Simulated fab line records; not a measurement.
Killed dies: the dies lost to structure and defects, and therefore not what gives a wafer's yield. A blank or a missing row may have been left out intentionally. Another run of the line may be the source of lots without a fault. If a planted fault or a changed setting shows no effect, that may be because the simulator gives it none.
Matching of chambers || flow sky130 || SKY_METAL4_ETCH_17 on rie diel-03: 4 sister chambers
The step etches SiO2 in C4F8/O2/Ar, stops on TiN, time 3.9 s, target depth 15 nm. 4 wafers are shown with their chamber, then 8 later ones without.

WAFERS PAIRED WITH THEIR CHAMBERS
{"wafer": "L082.5", "chamber": 1, "bias w (W)": 1199}
{"wafer": "L089.3", "chamber": 0, "bias w (W)": 1194}
{"wafer": "L089.6", "chamber": 3, "bias w (W)": 1199}
{"wafer": "L090.3", "chamber": 2, "bias w (W)": 1201}

WAFERS WITHOUT THEIR CHAMBER
{"wafer": "L090.5", "bias w (W)": 1202}
{"wafer": "L090.6", "bias w (W)": 1201}
{"wafer": "L094.1", "bias w (W)": 1197}
{"wafer": "L094.2", "bias w (W)": 1196}
{"wafer": "L094.3", "bias w (W)": 1196}
{"wafer": "L094.4", "bias w (W)": 1204}
{"wafer": "L094.5", "bias w (W)": 1203}
{"wafer": "L094.6", "bias w (W)": 1203}

WHICH CHAMBER EACH WENT THROUGH
{"wafer": "L090.5", "from the rows above": "can't be placed: 2 or 1 or 3", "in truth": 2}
{"wafer": "L090.6", "from the rows above": "can't be placed: 2 or 1 or 3", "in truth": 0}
{"wafer": "L094.1", "from the rows above": "can't be placed: 1 or 3 or 0 or 2", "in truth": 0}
{"wafer": "L094.2", "from the rows above": "can't be placed: 0 or 1 or 3 or 2", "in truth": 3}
{"wafer": "L094.3", "from the rows above": "can't be placed: 0 or 1 or 3 or 2", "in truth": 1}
{"wafer": "L094.4", "from the rows above": "can't be placed: 2 or 1 or 3", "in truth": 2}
{"wafer": "L094.5", "from the rows above": "can't be placed: 2 or 1 or 3", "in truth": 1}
{"wafer": "L094.6", "from the rows above": "can't be placed: 2 or 1 or 3", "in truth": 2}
0 of 8 placed correctly. From these rows, 8 cannot be placed; in 7 the true chamber is one of the candidates. Wrongly placed: 0.
How it was worked out, from the rows above alone: a wafer's distance from a chamber is the root of the sum, over the readings, of the square of ((its reading less the chamber's mean) divided by the reading's scatter). If the next closest chamber is less than 2 further off than the closest, the wafer can't be placed; otherwise it belongs to the closest. Each chamber's mean is taken over the wafers shown for it. The scatter: root of mean squared gap, hidden wafer to nearest shown wafer, with one shown wafer a chamber.
